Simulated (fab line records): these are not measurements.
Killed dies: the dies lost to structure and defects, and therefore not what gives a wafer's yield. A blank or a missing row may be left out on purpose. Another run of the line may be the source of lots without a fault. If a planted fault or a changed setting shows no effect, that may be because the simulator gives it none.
A single fault, viewed from 2 desks | flow gf180mcu | every desk sees just its own numbers, and what lay behind them comes last

## METROLOGY DESK
Means of the sampled wafers that have a number, per lot and without regard to the tool the lot ran on: this is what the gauges read. The brackets show how far a lot's mean lies from the usual mean; more than 4 standard deviations puts the lot out of limits, marked OUT.
Columns: A = cdNm at GF_CONTACT_CD_MEAS_14, usual 220.4 nm; B = CONTACT_OVL at GF_CONTACT_OVL_MEAS_15, usual -1 nm; C = CONTACT_W_RS at GF_CONTACT_RS_MEAS_25, usual 0.381 ohm/sq
lot  | first seen here | A               | B  | C
L733 | day 16 02:01    | 222.5           | 2  | 0.374
L735 | day 16 18:11    | 220.3           | -4 | 0.380
L736 | day 16 22:46    | 222.0           | 2  | 0.387
L737 | day 17 11:50    | 218.9           | -4 | 0.380
L738 | day 18 03:01    | 222.5           | 0  | 0.382
L741 | day 19 05:15    | 219.9           | -5 | 0.382
L742 | day 19 10:05    | 221.1           | -8 | 0.386
L744 | day 20 09:02    | 220.5           | 3  | 0.374
L746 | day 20 21:10    | 221.7           | 1  | 0.382
L747 | day 21 04:45    | 220.2           | -2 | 0.376
L748 | day 21 14:33    | 222.4           | -1 | 0.390
L750 | day 22 03:20    | 246.7 (+19) OUT | -3 | 0.382
L751 | day 22 14:07    | 247.5 (+19) OUT | 1  | 0.377
L752 | day 23 01:15    | 218.7           | 2  | 0.376
This desk finds L750, L751 out of limits, L750 being first, at day 22 03:20 (cdNm at GF_CONTACT_CD_MEAS_14). L733, L735, L736, L737, L738, L741, L742, L744, L746, L747, L748, L752 stayed within limits.

## THE TOOL OWNER'S DESK: krfScanner-01
The tool's own readings at GF_CONTACT_EXPOSE_11 (exposes mask Contact, target cd 220 nm): means of the sampled wafers that have a number, for each lot that ran on this tool. The brackets show how far a lot's mean lies from the usual mean; more than 4 standard deviations puts the lot out of limits, marked OUT.
Columns: A = exposureDoseMJCm2 at GF_CONTACT_EXPOSE_11, usual 37.95
lot  | first seen here | A
L733 | day 15 15:10    | 37.98
L735 | day 16 07:26    | 37.96
L736 | day 16 11:25    | 37.92
L741 | day 18 17:14    | 37.95
L744 | day 19 20:49    | 37.90
L746 | day 20 09:02    | 37.95
L747 | day 20 17:38    | 37.95
L748 | day 21 03:01    | 37.98
L750 | day 21 15:46    | 44.69 (+99 or more) OUT
L751 | day 22 02:25    | 44.69 (+99 or more) OUT
This desk finds L750, L751 out of limits, L750 being first, at day 21 15:46 (exposureDoseMJCm2 at GF_CONTACT_EXPOSE_11). L733, L735, L736, L741, L744, L746, L747, L748 stayed within limits.

## PUT TOGETHER
On L750, L751, at day 21 15:46, an alarm was possible from the tool owner's desk.
Metrology desk: alarm possible at day 22 03:20 on L750, L751.
Of the lots named, all ran GF_CONTACT_EXPOSE_11 on krfScanner-01.

## WHAT HAD BEEN PUT IN BY THE SIMULATOR
Process parameter drift: krfScanner-01, from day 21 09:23 on, at GF_CONTACT_EXPOSE_11. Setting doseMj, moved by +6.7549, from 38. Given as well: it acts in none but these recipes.
Lots struck among those shown: L750, L751.
Counting hours from when the fault started, the first reading out of limits came at 6 for the tool owner's desk and at 18 for the metrology desk.
